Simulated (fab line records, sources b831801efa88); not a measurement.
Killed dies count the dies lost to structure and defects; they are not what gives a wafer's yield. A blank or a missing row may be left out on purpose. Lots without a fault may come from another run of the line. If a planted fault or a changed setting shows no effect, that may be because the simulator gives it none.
The tool behind it: which one? -- flow gf180mcu -- 18 wafers from 6 lots sampled at 3 of the route's 602 steps

WHAT EACH GAUGE READ, for each wafer
GF_PSD_RS_MEAS_14: measurement is done with a four-point probe.
lot,measured,on,NSD_RS (ohm/sq)
L519,day 15 13:07,film metro-02,46.36 46.38 46.48
L522,day 16 21:07,film metro-03,46.47 46.55 46.45
L527,day 18 16:55,film metro-03,50.61 50.61 50.64
L529,day 19 07:25,film metro-01,46.37 46.39 46.44
L536,day 21 19:57,film metro-03,46.24 46.25 46.30
L538,day 22 09:55,film metro-01,46.32 46.43 46.40

TOOL THAT RAN EACH LOT (tool first, then ch and the chambers of the sampled wafers, then the start)
lot,GF_PSD_STRIP_10,GF_PSD_RTA_13
L519,"plasma asher-04 ch 0,1, day 15 12:48","rtp anneal-02 ch 0, day 15 13:01"
L522,"plasma asher-01 ch 0,1, day 16 20:49","rtp anneal-01 ch 0, day 16 21:02"
L527,"plasma asher-03 ch 0,1, day 18 16:37","rtp anneal-02 ch 0, day 18 16:50"
L529,"plasma asher-03 ch 0,1, day 19 07:07","rtp anneal-01 ch 0, day 19 07:20"
L536,"plasma asher-04 ch 0,1, day 21 19:39","rtp anneal-01 ch 0, day 21 19:52"
L538,"plasma asher-03 ch 0,1, day 22 09:35","rtp anneal-01 ch 0, day 22 09:48"
- GF_PSD_STRIP_10: strips in O2/N2.
- GF_PSD_RTA_13: time 20 s.

THE ANSWER, worked out from the rows above alone
Rule: what is usual is taken from the lots themselves. The widest of any qualifying gaps counts: lots, ordered by their means at a reading, are off when they make up no more than a third of the lots, leave a main group of 4 or more, and stand apart from it by 3 or more times the standard deviation of that group's means. Not used: any main group whose means are identical at the precision the tables above print for the reading. A lot without any number at a reading at which 4 lots or more have one is off too. The other lots that the step has rows for count as sound.
Off: L527, seen at GF_PSD_RS_MEAS_14 (NSD_RS). The main group has a mean of 46.39 ohm/sq with a standard deviation of 0.073.
A tool fits if, at a process step before that reading, it ran every lot that is off, and no sound lot after the first of them. Gauges at GF_PSD_RS_MEAS_14: tried the same way as those tools. One fits: rtp anneal-02 at GF_PSD_RTA_13. A fault onset in the window from L519 (day 15 13:01, its last sound lot) to L527 (day 18 16:50, its first lot off) fits.

WHAT HAD BEEN PUT IN BY THE SIMULATOR
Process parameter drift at GF_PSD_RTA_13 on rtp anneal-02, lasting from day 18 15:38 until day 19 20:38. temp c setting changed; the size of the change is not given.
Shown lots that were struck: L527. Same finding as the rule above.
